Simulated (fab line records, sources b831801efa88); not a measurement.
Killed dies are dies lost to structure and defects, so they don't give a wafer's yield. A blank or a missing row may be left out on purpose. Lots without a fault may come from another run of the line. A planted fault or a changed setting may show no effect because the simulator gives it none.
Which tool did it? | flow gf180mcu | 15 lots, 45 wafers sampled, at 4 steps of a route of 602

WHAT THE GAUGES READ, wafer by wafer
GF_M1_THK_MEAS_06: measures by xrf.
lot  | measured     | on            | M1_ALCU_THK (nm)
L956 | day 16 07:16 | film_metro-04 | 449 446 439
L958 | day 17 05:31 | film_metro-03 | 431 426 430
L959 | day 17 14:26 | film_metro-01 | 440 443 442
L960 | day 17 19:31 | film_metro-04 | 444 435 442
L961 | day 18 12:05 | film_metro-03 | 454 446 441
L963 | day 19 00:05 | film_metro-03 | 441 438 433
L967 | day 20 10:59 | film_metro-03 | 433 435 431
L969 | day 21 01:12 | film_metro-03 | 447 445 441
L976 | day 23 12:07 | film_metro-04 | 429 423 430
L977 | day 23 19:20 | film_metro-04 | 445 439 440
L978 | day 24 05:32 | film_metro-01 | 435 436 432
L979 | day 24 14:04 | film_metro-04 | 450 441 451

GF_V1_THK_MEAS_25: measures by xrf.
lot  | measured     | on            | V1_W_THK (nm)
L956 | day 18 07:59 | film_metro-04 | 365 364 366
L958 | day 19 07:23 | film_metro-02 | 364 368 369
L959 | day 19 17:43 | film_metro-04 | 366 369 368
L960 | day 19 22:11 | film_metro-04 | 364 374 370
L961 | day 20 19:34 | film_metro-01 | 366 366 367
L963 | day 21 03:37 | film_metro-04 | 361 361 362
L967 | day 22 13:55 | film_metro-02 | 369 371 368
L969 | day 23 02:18 | film_metro-01 | 363 363 366
L976 | day 25 10:48 | film_metro-04 | 367 369 363
L977 | day 25 18:01 | film_metro-04 | 360 363 362
L978 | day 26 03:13 | film_metro-02 | 371 367 370
L979 | day 26 10:37 | film_metro-02 | 363 366 365

WHICH TOOL RAN EACH LOT (tool, then ch and the chambers of the sampled wafers, then the start)
lot  | GF_SALICIDE_SPUTTER_02       | GF_CONTACT_PEB_12
L956 | pvd_sputter-03, day 15 06:10 | litho_track-04 ch 0, day 16 05:16
L958 | pvd_sputter-02, day 16 03:47 | litho_track-02 ch 0, day 17 03:32
L959 | pvd_sputter-03, day 16 12:27 | litho_track-03 ch 0, day 17 12:25
L960 | pvd_sputter-02, day 16 17:56 | litho_track-03 ch 0, day 17 17:34
L961 | pvd_sputter-02, day 17 10:16 | litho_track-04 ch 0, day 18 10:05
L963 | pvd_sputter-02, day 17 21:01 | litho_track-02 ch 0, day 18 22:06
L967 | pvd_sputter-04, day 19 07:39 | litho_track-02 ch 0, day 20 09:03
L969 | pvd_sputter-02, day 19 21:47 | litho_track-03 ch 0, day 20 23:14
L973 | pvd_sputter-03, day 21 11:37 | litho_track-04, day 22 12:17
L974 | pvd_sputter-03, day 21 19:47 | litho_track-03, day 22 20:16
L975 | pvd_sputter-03, day 22 04:05 | litho_track-02, day 23 03:57
L976 | pvd_sputter-02, day 22 10:47 | litho_track-03 ch 0, day 23 10:08
L977 | pvd_sputter-03, day 22 17:54 | litho_track-02 ch 0, day 23 17:23
L978 | pvd_sputter-02, day 23 03:00 | litho_track-03 ch 0, day 24 01:45
L979 | pvd_sputter-04, day 23 11:14 | litho_track-02 ch 0, day 24 12:07
- GF_SALICIDE_SPUTTER_02: material Co, target thk 10 nm, time 20 s.
- GF_CONTACT_PEB_12: peb time 90 s.

WHAT THE TOOLS THEMSELVES READ (means of the sampled wafers that have a number; where no wafer has one, the mark that the record gives instead)
GF_SALICIDE_SPUTTER_02.
lot  | tool           | chamber_pressure_pa (Pa) | throttle_valve_pct (%)
L956 | pvd_sputter-03 | 0.4000                   | 30.0
L958 | pvd_sputter-02 | 0.4003                   | 29.9
L959 | pvd_sputter-03 | 0.3996                   | 29.5
L960 | pvd_sputter-02 | 0.4001                   | 30.3
L961 | pvd_sputter-02 | 0.4000                   | 31.0
L963 | pvd_sputter-02 | 0.4005                   | 30.3
L967 | pvd_sputter-04 | 0.4002                   | 29.7
L969 | pvd_sputter-02 | 0.4002                   | 30.4
L973 | pvd_sputter-03 | 0.4000                   | 29.9
L974 | pvd_sputter-03 | 0.4000                   | 30.3
L975 | pvd_sputter-03 | 0.3999                   | 29.8
L976 | pvd_sputter-02 | 0.3995                   | 30.4
L977 | pvd_sputter-03 | 0.4000                   | 30.2
L978 | pvd_sputter-02 | 0.4000                   | 29.8
L979 | pvd_sputter-04 | 0.4009                   | 29.6

GF_CONTACT_PEB_12.
lot  | tool           | chill_plate_temp_C (C) | exhaust_pa (Pa)
L956 | litho_track-04 | 23.06                  | 46.1
L958 | litho_track-02 | 22.96                  | 46.6
L959 | litho_track-03 | 22.95                  | 43.2
L960 | litho_track-03 | 22.96                  | 44.6
L961 | litho_track-04 | 22.92                  | 44.8
L963 | litho_track-02 | 22.93                  | 43.6
L967 | litho_track-02 | 23.12                  | 44.1
L969 | litho_track-03 | 22.93                  | 45.3
L973 | litho_track-04 | -                      | -
L974 | litho_track-03 | -                      | -
L975 | litho_track-02 | -                      | -
L976 | litho_track-03 | 22.82                  | 44.9
L977 | litho_track-02 | 22.98                  | 45.3
L978 | litho_track-03 | 23.08                  | 45.5
L979 | litho_track-02 | 22.98                  | 43.6

THE ANSWER, worked out from the rows above alone
Rule: what is usual is taken from the lots themselves. Put in order of their means at a reading, lots are off if they are a third of the lots or fewer, leave a main group of 4 or more, and stand apart from it by a gap of 3 or more times the standard deviation of the main group's means; of several such gaps the widest counts. A main group whose means are all the same, to the digits that the tables above print for the reading, isn't used. A lot without any number at a reading at which 4 lots or more have one is off too. The other lots that the step has rows for count as sound. The gauges are gone through in route order, then the tools' own readings, and for those a lot's mean is taken as printed above. The first step at which some lot is off is used, and at that step the reading that is off furthest; a lot without a number counts as furthest.
Off: L973, L974, L975, at GF_CONTACT_PEB_12 (chill_plate_temp_C). Without a number there: L973, L974, L975. The main group: mean 22.97 C, standard deviation 0.077.
A tool fits if, at that step or a process step before it, it ran every lot that is off, and no sound lot after the first of them. None of those tried fits.

WHAT THE SIMULATOR HAD PUT IN
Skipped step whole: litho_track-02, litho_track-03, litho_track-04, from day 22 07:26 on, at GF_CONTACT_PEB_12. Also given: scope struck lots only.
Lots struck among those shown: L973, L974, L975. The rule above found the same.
